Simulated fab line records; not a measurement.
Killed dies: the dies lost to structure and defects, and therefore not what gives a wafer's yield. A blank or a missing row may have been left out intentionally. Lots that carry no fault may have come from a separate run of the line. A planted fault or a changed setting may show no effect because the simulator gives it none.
A struck lot beside a sound one    flow sky130    17 steps out of a route of 708
Sound: the wafers L188.1, L188.2, L188.5. The struck wafers were L197.1, L197.3, L197.4. At the end, the cause is stated.
At each step with rows: each side's tool, then ch and its chambers, then its first start. Under that, the readings that differ: sound wafers    struck wafers    difference of the means    sigmas: that difference in standard deviations of wafers without a fault.
alike: readings with means less than 2 such deviations apart, plus words and numbers identical on both sides. not compared: withheld readings, readings lacking a value on some wafer, bounds such as >300 that could conceal the same value, and numbers that have no deviation in the record and whose values overlap.
A row with sigmas, a row that says differs or no value, or rows on one side alone: a step with any of these is where the two part. When numbers do not overlap yet have no deviation, they are printed without sigmas and do not part them. A reading missing from all wafers of one side parts the sides only when that side holds two or more wafers.

first, 5 steps without rows for these wafers: SKY_LDD_N_COAT_02 (resist thk 300 nm); SKY_LDD_N_SOFTBAKE_03 (time 60 s); SKY_LDD_N_EXPOSE_04 (exposes mask NTM, target cd 840 nm); SKY_LDD_N_PEB_05; SKY_LDD_N_DEVELOP_06 (develop time 60 s).
SKY_LDD_N_OVL_MEAS_07:
  sound: overlay-02 at day 19 08:14; struck: overlay-02 at day 22 21:44
  alike: LDD_N_OVL
then, 6 steps without rows for these wafers: SKY_LDD_N_IMPLANT_08; SKY_LDD_N_IMPLANT_09; SKY_LDD_N_IMPLANT_10; SKY_LDD_N_IMPLANT_11; SKY_LDD_N_IMPLANT_12; SKY_LDD_N_IMPLANT_13.
SKY_LDD_N_IMPLANT_14:
  sound on implanter-03 ch 0, day 19 09:11; struck on implanter-03 ch 0, day 22 22:41
reading           sound                          struck                            difference   sigmas
doseIonsCm2       5.003e+12 5.004e+12 4.989e+12  3.6727e+13 3.6725e+13 3.6726e+13  +3.1727e+13  +99 or more
faradayCurrentUA  28.8 28.3 27.9                 199.7 208.7 206.7                 +176.7       +99 or more
  alike: beamEnergyKeV
after that, 1 step had no rows for these wafers: SKY_LDD_N_IMPLANT_15.
SKY_LDD_N_STRIP_16: strips in O2/N2.
  sound on plasmaAsher-03 ch 0,1, day 19 09:29; struck on plasmaAsher-02 ch 0,1, day 22 22:59
reading                   sound              struck             difference  sigmas
stripTimeToEndpointS (s)  4.316 4.315 4.323  4.404 4.387 4.399  +0.079      +5
  alike: drypumpMotorCurrentA, o2FlowSccm, oesProductAu
  not compared: rfHoursCounterH
SKY_LDD_N_TW_MEAS_17:
  sound: filmMetro-04 at day 19 09:35; struck: filmMetro-01 at day 22 23:05
reading   sound           struck          difference  sigmas
LDD_N_TW  2553 2533 2555  2648 2653 2647  +102        +4
-- the record jumps here: 26 days lie between the struck wafers' starts before and after (it left off in module LDD_N and takes up again in module PAD_OPEN, whose first step shown is number 708 of the route) --
SKY_PAD_OPEN_PROBE_99:
  sound: prober-01 at day 46 19:26; struck: prober-02 at day 48 23:57
reading                                  sound              struck             difference  sigmas
model.etest.nfet_01v8.rOnOhmUm           847.2 845.6 844.6  1059 1084 1086     +231        
model.etest.nfet_01v8_lvt.driveUaUm      576.3 566 574.5    357.1 343 344.4    -224.1      
model.etest.nfet_01v8.driveUaUm          504.1 496.2 498.1  322.6 311.4 314.4  -183.3      
model.etest.nfet_01v8_swapped.driveUaUm  505.7 502.8 497.9  328.2 311.8 318.8  -182.5      
model.etest.sramNfetPass.driveUaUm       495.3 499.6 475.1  316.1 291.8 304.3  -185.9      
model.etest.nfet_01v8_turned.driveUaUm   508.7 496.8 498.8  411.6 400.7 403.2  -96.3       
model.etest.tipN.rsOhmSq                 445 442.8 438.6    497.7 505 500.4    +58.9       
model.etest.ring_1v8.delayPs             21.64 21.93 21.91  26.16 26.2 26.47   +4.45       
  alike: killed_at_M0_to_M3, killed_at_M4_up, killedAtContacts, killedAtFrontEnd, killedAtOther, killedDies, killedOpen, killedShort

== WHERE THEY PART ==
First at SKY_LDD_N_IMPLANT_14; last, within this record, at SKY_LDD_N_TW_MEAS_17. Later steps at which nothing parts them and some readings are alike: SKY_PAD_OPEN_PROBE_99.

WHY: what the simulator had put in
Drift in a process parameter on implanter-03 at SKY_LDD_N_IMPLANT_14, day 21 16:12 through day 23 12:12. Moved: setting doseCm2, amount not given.
